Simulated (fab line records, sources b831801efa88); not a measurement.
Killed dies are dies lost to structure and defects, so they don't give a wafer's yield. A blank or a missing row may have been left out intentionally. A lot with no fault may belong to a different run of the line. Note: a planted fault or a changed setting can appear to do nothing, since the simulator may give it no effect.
Code-filled problem report in 8D (eight disciplines) form ; flow gf180mcu ; the parts of the form that need people (team, actions taken, sign-off) are left out

== 1. THE PROBLEM ==
rf_fwd_power_W at GF_V5_ETCH_16 reads a mean of 694.8 W on 6 wafers of 2 lots; wafers without a fault read 495.0 W with a standard deviation of 1.9. So: +99 or more standard deviations from the usual mean.
The step: etches BARC in N2/H2.
First observed at day 31 16:28: wafer L924.1, on rie_diel-04. Wafers with a number at this step in the record: 18, from 6 lots. The rule behind "out" and "out of limits": a value lying over 4 standard deviations away from the usual mean. All remaining wafers that have a number are taken as sound.

== 2. WHAT IT IS AND WHAT IT IS NOT ==
question;is;is not
which readings at this step;rf_fwd_power_W;throttle_valve_pct
which lots;L924, L926;L912, L914, L927, L933
which wafers of those lots;all that have a number;-
read on which tools;rie_diel-04;rie_diel-01, rie_diel-03
when;from day 31 16:28;"up to then (6 sound wafers); but 6 sound wafers of L927, L933 came after"

== 3. WHAT RULES OUT EACH SUSPECT ==
Counting: a tool at a process step up to the reading stays a suspect if it ran every lot that is out and no sound lot after the first of them.
- cmp-01 at GF_V5_CMP_04 (polishes SiO2): ruled out as a lasting fault. Following L924 (day 30 22:31), the first lot on it that is out, the sound lots L927 were run on it.
- rie_diel-04 at GF_V5_ETCH_16 (etches BARC in N2/H2): kept. It ran every lot that is out, first L924 (day 31 16:28), and no sound lot after that. Its own rf_fwd_power_W readings are out on those wafers.
After counting, what remains is rie_diel-04 at GF_V5_ETCH_16.

== 4. THE CAUSE (what the simulator had put in) ==
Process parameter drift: rie_diel-04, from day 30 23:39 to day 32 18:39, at GF_V5_ETCH_16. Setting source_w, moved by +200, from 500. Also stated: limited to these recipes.
The count eliminated every tool but this one.

== 5. THE CHAIN OF EFFECTS, in route order ==
Rows list readings where the struck wafers' mean (over those with a number) sits beyond 3 standard deviations from the usual. Scope: only readings with a usual standard deviation given in the record; hours: median across lots of the time from each lot's start at the first step in this table that gives one to its start at this step; sigmas: change in usual standard deviations.
hours;step;reading;usual;on struck wafers;change;sigmas
0;GF_V5_ETCH_16;rf_fwd_power_W;495.0 W;694.8;+199.8;+99 or more
Here are the process steps it includes:
- GF_V5_ETCH_16: etches BARC in N2/H2.

== 6. HOW IT WOULD HAVE BEEN CAUGHT EARLIER ==
In this record the first reading out of limits was taken at day 31 16:28, 17 hours after the fault began at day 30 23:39.
